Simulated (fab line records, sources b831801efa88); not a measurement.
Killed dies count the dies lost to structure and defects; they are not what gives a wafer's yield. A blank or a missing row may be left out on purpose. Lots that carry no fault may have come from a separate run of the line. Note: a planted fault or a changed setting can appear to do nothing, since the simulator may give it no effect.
Matching of chambers	flow sky130	SKY_PAD_OPEN_ETCH_07 on rie_diel-04: 4 sister chambers
The step etches the open film in CF4/O2, stops on AlCu, target depth 725 nm, time 161.1 s. 4 wafers are shown with their chamber, then 7 later ones without.

EACH WAFER AND ITS CHAMBER
wafer	chamber	drypump_motor_current_A (A)
L084.4	3	5.7
L087.4	2	6.3
L093.3	0	5.8
L093.4	1	5.9

WAFERS MISSING THEIR CHAMBER
wafer	drypump_motor_current_A (A)
L093.5	6.4
L095.2	6.4
L095.3	5.7
L095.4	5.9
L096.2	5.9
L096.3	5.9
L096.4	6.4

CHAMBER TAKEN BY EACH
wafer	from the rows above	in truth
L093.5	2	2
L095.2	2	2
L095.3	can't be placed: 3 or 0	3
L095.4	can't be placed: 1 or 0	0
L096.2	can't be placed: 1 or 0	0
L096.3	can't be placed: 1 or 0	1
L096.4	2	2
Correct placement for 3 of the 7. From these rows, 4 cannot be placed; in 4 the true chamber is one of the candidates. Placed wrongly: 0.
How it was worked out, from the rows above alone: a wafer's distance from a chamber is the root of the sum, over the readings, of the square of ((its reading less the chamber's mean) divided by the reading's scatter). The wafer belongs to the nearest chamber; if the next one is less than 2 further off, it can't be placed. A chamber's mean is the mean of its shown wafers. The scatter: with one shown wafer a chamber, the root of the mean of the squares of how far each hidden wafer lies from its nearest shown one.
